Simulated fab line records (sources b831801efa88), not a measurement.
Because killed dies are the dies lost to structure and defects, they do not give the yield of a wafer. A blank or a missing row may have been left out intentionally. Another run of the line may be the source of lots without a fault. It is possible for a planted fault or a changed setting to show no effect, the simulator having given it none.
fab line records	flow gf180mcu
record: lots: 6	wafers: 18	lastDay: 34
route steps=602 shown DNWELL@40 NWELL@42 LVPWELL@54 MVSD@66
lots that met no fault: from a run of the same line without faults
startH: start of the lot's first displayed wafer, in hours after the record's first day	waitH: time in hours since the lot's previous step	" the same as in the row above	L1.1+2: one row covering several wafers at once	- no value present, or no start provided	* or withheld: withheld	< > ~ a bound
route shown NAME@n: a module of which the file shows steps, and the number in the route of the first	usual: the fault-free wafers' mean and standard deviation	same: alike in all rows	chamber/n: place in a boat	sites: per-site readings	_std_site: their standard deviation	_edge_site: inner sites' mean taken away from outer sites' mean	radiusMm: how far each site lies from the wafer's centre	mask NAME#n: copy n	behind: tool/chamber where the wafer was last shaped	hold: reason for holding the lot/hours on hold/outcome of the hold	device: which transistor (n, p or np) failed to switch	end of line: the route-end tests of the same wafers	where a step has no rows: the recipe by itself	killed: the dies lost at the first sort to structure and to defects; this is not the yield of the wafer	map: the dies of a wafer, with x for killed, . for not killed, _ for no die there
set.NAME: the setting that was run; set.NAME@STEP: the one run at that earlier step	model.NAME: the simulator's own value behind a step, which no gauge read
a table for each step, a row for each wafer; lots at some steps of the route
services: a tool's chamber out of use, with start hour (startH, from the record's first day; less than 0 if before it), hours out, and reason
== steps ==
step: GF_DNWELL_STRIP_08
recipe: chemistry: O2/N2	powerW: 1400	pressureMtorr: 1500	platenTempC: 250	o2FlowSccm: 3000	n2FlowSccm: 300	overashFraction: 0.5
usual: chamberPressureMTorr: 1500.0/1.3	drypumpMotorCurrentA: 5.9/0.61	heaterPowerW: 325/26	oesProductAu: 0.722/0.0049	stripTimeToEndpointS: 36.96/0.089
lot.wafer	tool	chamber	startH	waitH	chamberPressureMTorr	drypumpMotorCurrentA	heaterPowerW	oesProductAu	rfHoursCounterH	stripTimeToEndpointS
L845.1	plasmaAsher-04	1	65.84	0.1	1499.8	5.7	317	0.720	39	36.91
L845.2	"	0	"	"	1497.1	5.8	388	0.720	39	36.91
L845.5	"	1	"	"	1501.0	5.7	306	0.728	-	36.90
L848.1	plasmaAsher-01	0	79.10	0.1	1502.0	6.1	291	0.724	30	36.83
L848.5	"	1	"	"	1501.1	6.1	328	0.724	-	36.89
L848.6	"	0	"	"	1501.3	6.1	296	0.724	-	36.88
L861.2	plasmaAsher-04	0	150.13	0.1	1501.2	5.8	385	0.716	48	37.03
L861.4	"	0	"	"	1500.2	5.8	375	0.725	-	36.95
L861.6	"	0	"	"	1499.9	5.8	378	0.711	-	37.00
L862.3	plasmaAsher-03	0	154.77	0.1	1498.4	6.8	336	0.722	-	37.04
L862.4	"	1	"	"	1500.2	4.9	310	0.720	-	37.06
L862.5	"	0	"	"	1499.4	6.8	323	0.719	-	37.01
L863.2	plasmaAsher-03	0	159.39	0.1	1501.6	6.8	329	0.718	51	36.99
L863.4	"	1	"	"	1499.5	4.9	316	0.724	-	37.01
L863.5	"	1	"	"	1499.3	4.9	312	0.716	-	36.98
L864.3	plasmaAsher-03	0	164.93	0.1	1499.2	6.8	332	0.730	-	36.91
L864.5	"	0	"	"	1499.7	6.8	327	0.722	-	37.00
L864.6	"	1	"	"	1498.6	5.0	318	0.728	-	36.89
step: GF_DNWELL_TW_MEAS_09
usual: DNWELL_TW: 1357/13
lot.wafer	tool	chamber	startH	waitH	DNWELL_TW
L845.1	filmMetro-02	-	65.94	0.1	1384
L845.2	"	-	"	"	1374
L845.5	"	-	"	"	1372
L848.1	filmMetro-04	-	79.20	0.1	1337
L848.5	"	-	"	"	1334
L848.6	"	-	"	"	1340
L861.2	filmMetro-03	-	150.24	0.1	1355
L861.4	"	-	"	"	1352
L861.6	"	-	"	"	1358
L862.3	filmMetro-02	-	154.86	0.1	1358
L862.4	"	-	"	"	1360
L862.5	"	-	"	"	1367
L863.2	filmMetro-02	-	159.50	0.1	1369
L863.4	"	-	"	"	1364
L863.5	"	-	"	"	1370
L864.3	filmMetro-03	-	165.01	0.1	1366
L864.5	"	-	"	"	1361
L864.6	"	-	"	"	1354
step: GF_NWELL_DEHYDRATE_00
recipe: tempC: 200	timeS: 60
step: GF_NWELL_HMDS_01
recipe: primeTimeS: 60	primeTempC: 120
step: GF_NWELL_COAT_02
recipe: spinRpm: 2000	resistThkNm: 3000
step: GF_NWELL_SOFTBAKE_03
recipe: tempC: 110	timeS: withheld
step: GF_NWELL_EXPOSE_04
recipe: maskId: Nwell	targetCdNm: 860	na: 0.6	sourceShape: conventional	sigmaOuter: 0.6	doseMj: 260
step: GF_NWELL_PEB_05
recipe: tempC: 115	timeS: withheld
step: GF_NWELL_DEVELOP_06
recipe: wallAngleDeg: 90	developTimeS: 60	devTempC: 23
step: GF_NWELL_OVL_MEAS_07
usual: NWELL_OVL: 0.0/1.4
lot.wafer	tool	chamber	startH	waitH	NWELL_OVL[nm]
L845.1	overlay-02	-	79.18	-	-0.5
L845.2	"	-	"	"	1.7
L845.5	"	-	"	"	2.5
L848.1	overlay-01	-	92.49	-	-3.0
L848.5	"	-	"	"	-2.6
L848.6	"	-	"	"	-3.0
L861.2	overlay-01	-	166.09	-	-1.0
L861.4	"	-	"	"	0.0
L861.6	"	-	"	"	-1.8
L862.3	overlay-02	-	170.94	-	0.0
L862.4	"	-	"	"	0.7
L862.5	"	-	"	"	2.1
L863.2	overlay-01	-	175.48	-	-0.1
L863.4	"	-	"	"	-0.5
L863.5	"	-	"	"	0.9
L864.3	overlay-02	-	181.10	-	1.7
L864.5	"	-	"	"	1.7
L864.6	"	-	"	"	0.6
step: GF_NWELL_IMPLANT_08
recipe: species: P	energyKev: 450	doseCm2: 1.5e+13	tiltDeg: 0
step: GF_NWELL_IMPLANT_09
recipe: species: P	energyKev: 160	doseCm2: 4e+12	tiltDeg: 0
step: GF_NWELL_STRIP_10
recipe: chemistry: O2/N2	powerW: 1400	pressureMtorr: 1500	platenTempC: 250	o2FlowSccm: 3000	n2FlowSccm: 300	overashFraction: 0.5
usual: chamberPressureMTorr: 1500.3/1.3	drypumpMotorCurrentA: 5.6/0.42	heaterPowerW: 311/27	oesProductAu: 0.722/0.0051	stripTimeToEndpointS: 36.96/0.1
lot.wafer	tool	chamber	startH	waitH	chamberPressureMTorr	drypumpMotorCurrentA	heaterPowerW	oesProductAu	rfHoursCounterH	stripTimeToEndpointS	model.coat_of_NWELL_COAT_02.thkNm
L845.1	plasmaAsher-02	0	79.52	0.1	1502.1	5.1	287	0.714	43	37.07	0
L845.2	"	1	"	"	1500.9	5.3	315	0.715	43	37.00	0
L845.5	"	0	"	"	1500.3	5.0	287	0.731	-	37.10	0
L848.1	plasmaAsher-04	0	92.82	0.1	1500.7	5.8	374	0.724	42	37.09	0
L848.5	"	1	"	"	1498.4	5.7	314	0.716	-	36.99	0
L848.6	"	0	"	"	1502.2	5.8	380	0.718	-	36.94	0
L861.2	plasmaAsher-01	0	166.42	0.1	-	-	-	-	-	-	3008
L861.4	"	0	"	"	-	-	-	-	-	-	3007
L861.6	"	1	"	"	-	-	-	-	-	-	3012
L862.3	plasmaAsher-02	0	171.29	0.1	-	-	-	-	-	-	3009
L862.4	"	1	"	"	-	-	-	-	-	-	2994
L862.5	"	1	"	"	-	-	-	-	-	-	3003
L863.2	plasmaAsher-02	1	175.81	0.1	1498.1	5.3	301	0.711	6	37.02	0
L863.4	"	1	"	"	1499.4	5.3	302	0.714	-	37.10	0
L863.5	"	0	"	"	1498.8	5.1	284	0.721	-	37.10	0
L864.3	plasmaAsher-02	1	181.46	0.1	1501.9	5.3	299	0.715	-	36.93	0
L864.5	"	1	"	"	1499.1	5.3	301	0.722	-	36.92	0
L864.6	"	0	"	"	1499.9	5.1	288	0.729	-	36.94	0
step: GF_NWELL_TW_MEAS_11
usual: NWELL_TW: 1569/8.2
lot.wafer	tool	chamber	startH	waitH	NWELL_TW
L845.1	filmMetro-04	-	79.62	0.1	1553
L845.2	"	-	"	"	1556
L845.5	"	-	"	"	1556
L848.1	filmMetro-03	-	92.92	0.1	1566
L848.5	"	-	"	"	1570
L848.6	"	-	"	"	1566
L861.2	filmMetro-01	-	166.54	0.1	1576
L861.4	"	-	"	"	1566
L861.6	"	-	"	"	1564
L862.3	filmMetro-03	-	171.38	0.1	1585
L862.4	"	-	"	"	1581
L862.5	"	-	"	"	1584
L863.2	filmMetro-04	-	175.92	0.1	1566
L863.4	"	-	"	"	1569
L863.5	"	-	"	"	1572
L864.3	filmMetro-03	-	181.54	0.1	1571
L864.5	"	-	"	"	1574
L864.6	"	-	"	"	1569
step: GF_LVPWELL_DEHYDRATE_00
recipe: tempC: 200	timeS: 60
step: GF_LVPWELL_HMDS_01
recipe: primeTimeS: 60	primeTempC: 120
step: GF_LVPWELL_COAT_02
recipe: spinRpm: 2000	resistThkNm: 3000
step: GF_LVPWELL_SOFTBAKE_03
recipe: tempC: 110	timeS: withheld
step: GF_LVPWELL_EXPOSE_04
recipe: maskId: LVPWELL	targetCdNm: 600	na: 0.6	sourceShape: conventional	sigmaOuter: 0.6	doseMj: 260
step: GF_LVPWELL_PEB_05
recipe: tempC: 115	timeS: withheld
step: GF_LVPWELL_DEVELOP_06
recipe: wallAngleDeg: 90	developTimeS: 60	devTempC: 23
step: GF_LVPWELL_OVL_MEAS_07
usual: LVPWELL_OVL: -1.7/1.5
lot.wafer	tool	chamber	startH	waitH	LVPWELL_OVL[nm]
L845.1	overlay-02	-	93.05	-	-1.2
L845.2	"	-	"	"	-1.3
L845.5	"	-	"	"	-2.2
L848.1	overlay-02	-	106.75	-	-1.6
L848.5	"	-	"	"	-1.9
L848.6	"	-	"	"	-1.9
L861.2	overlay-01	-	182.54	-	-2.8
L861.4	"	-	"	"	-3.8
L861.6	"	-	"	"	-5.2
L862.3	overlay-01	-	187.60	-	-1.4
L862.4	"	-	"	"	-0.9
L862.5	"	-	"	"	-1.0
L863.2	overlay-01	-	191.99	-	-3.2
L863.4	"	-	"	"	-2.5
L863.5	"	-	"	"	-3.3
L864.3	overlay-01	-	198.15	-	-3.1
L864.5	"	-	"	"	-2.0
L864.6	"	-	"	"	-1.5
step: GF_LVPWELL_IMPLANT_08
recipe: species: B	energyKev: 170	doseCm2: 1.5e+13	tiltDeg: 0
step: GF_LVPWELL_IMPLANT_09
recipe: species: B	energyKev: 60	doseCm2: 5e+12	tiltDeg: 0
step: GF_LVPWELL_STRIP_10
recipe: chemistry: O2/N2	powerW: 1400	pressureMtorr: 1500	platenTempC: 250	o2FlowSccm: 3000	n2FlowSccm: 300	overashFraction: 0.5
usual: chamberPressureMTorr: 1499.9/1.3	drypumpMotorCurrentA: 5.6/0.64	heaterPowerW: 323/30	oesProductAu: 0.723/0.0042	stripTimeToEndpointS: 37.05/0.11
lot.wafer	tool	chamber	startH	waitH	chamberPressureMTorr	drypumpMotorCurrentA	heaterPowerW	oesProductAu	rfHoursCounterH	stripTimeToEndpointS
L845.1	plasmaAsher-02	1	93.38	0.1	1498.2	5.3	306	0.713	44	37.13
L845.2	"	0	"	"	1500.1	5.1	286	0.717	44	36.93
L845.5	"	1	"	"	1500.0	5.3	309	0.721	-	36.96
L848.1	plasmaAsher-04	1	107.08	0.1	1500.3	5.7	308	0.721	43	36.82
L848.5	"	0	"	"	1502.0	5.7	379	0.719	-	36.88
L848.6	"	1	"	"	1497.5	5.7	309	0.722	-	36.83
L861.2	plasmaAsher-03	0	182.87	0.1	1499.8	6.8	335	0.738	53	81.45
L861.4	"	0	"	"	1503.1	6.8	338	0.732	-	81.47
L861.6	"	0	"	"	1499.6	6.8	328	0.740	-	81.52
L862.3	plasmaAsher-04	1	187.96	0.1	1498.4	5.7	318	0.748	-	81.42
L862.4	"	0	"	"	1501.1	5.8	374	0.736	-	81.24
L862.5	"	0	"	"	1500.1	5.8	386	0.735	-	81.45
L863.2	plasmaAsher-03	1	192.66	0.1	1502.9	4.9	309	0.727	54	37.06
L863.4	"	1	"	"	1498.9	5.0	311	0.723	-	37.24
L863.5	"	1	"	"	1496.3	4.9	318	0.726	-	37.07
L864.3	plasmaAsher-02	0	198.51	0.1	1500.7	5.1	293	0.720	-	37.22
L864.5	"	1	"	"	1500.3	5.3	292	0.718	-	37.16
L864.6	"	0	"	"	1499.4	5.1	285	0.723	-	37.21
step: GF_LVPWELL_TW_MEAS_11
usual: LVPWELL_TW: 557.1/2.8
lot.wafer	tool	chamber	startH	waitH	LVPWELL_TW
L845.1	filmMetro-01	-	93.48	0.1	558.8
L845.2	"	-	"	"	555.2
L845.5	"	-	"	"	557.6
L848.1	filmMetro-03	-	107.18	0.1	555.1
L848.5	"	-	"	"	558.8
L848.6	"	-	"	"	550.2
L861.2	filmMetro-04	-	182.98	0.1	30.0
L861.4	"	-	"	"	30.1
L861.6	"	-	"	"	30.0
L862.3	filmMetro-01	-	188.04	0.1	29.7
L862.4	"	-	"	"	29.8
L862.5	"	-	"	"	29.9
L863.2	filmMetro-04	-	192.77	0.1	555.2
L863.4	"	-	"	"	552.8
L863.5	"	-	"	"	550.8
L864.3	filmMetro-01	-	198.64	0.1	558.5
L864.5	"	-	"	"	557.7
L864.6	"	-	"	"	557.4
step: GF_MVSD_DEHYDRATE_00
recipe: tempC: 200	timeS: 60
== services ==
tool	chamber	startH	hours	kind
plasmaAsher-04	-	57.46	1.3	repair
plasmaAsher-02	-	82.57	1.5	repair
plasmaAsher-02	-	107.17	2.6	repair
plasmaAsher-02	-	109.81	9.0	pm
plasmaAsher-02	0	109.81	9.0	ventCycle
plasmaAsher-02	1	109.81	9.0	ventCycle
plasmaAsher-04	-	116.59	0.5	repair
plasmaAsher-02	0	118.81	-	clean
plasmaAsher-02	1	118.81	-	clean
plasmaAsher-04	-	122.33	3.7	repair
plasmaAsher-04	-	177.65	10.2	repair
== key ==
firstSign: step: GF_NWELL_STRIP_10	reading: toolRecord	direction: missing
effect: step: GF_LVPWELL_STRIP_10	reading: stripTimeToEndpointS	direction: up	sigmas: 99+	usual: *	struck: *
effect: step: GF_LVPWELL_TW_MEAS_11	reading: LVPWELL_TW	direction: down	sigmas: 99+	usual: 557.1	struck: 29.9
modelEffect: step: GF_NWELL_STRIP_10	value: coat_of_NWELL_COAT_02.thkNm	without: 0	struck: 3005
metAt GF_NWELL_STRIP_10
struckWafers L861.2,L861.4,L861.6,L862.3,L862.4,L862.5
sortLeftOut L861.2,L861.4,L861.6,L862.3,L862.4,L862.5
testerLeftOut L861,L862
onsetBetween 79.52 166.42
fault: kind: skippedStepWhole	tool: plasmaAsher-01,plasmaAsher-02	chamber: -	onsetH: 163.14	steps: GF_NWELL_STRIP_10	scope: struckLotsOnly
testerLeftOut: of these lots the tester's yield and bins aren't shown, on N5 and GAA mostly nor the transistor test; their killed dies are dies lost to structure and defects alone, not to doping, threshold or leakage, so they don't give the yield
sortLeftOut: the simulated sort isn't trusted on such a fault, so these wafers' sort isn't shown, and their yield isn't known
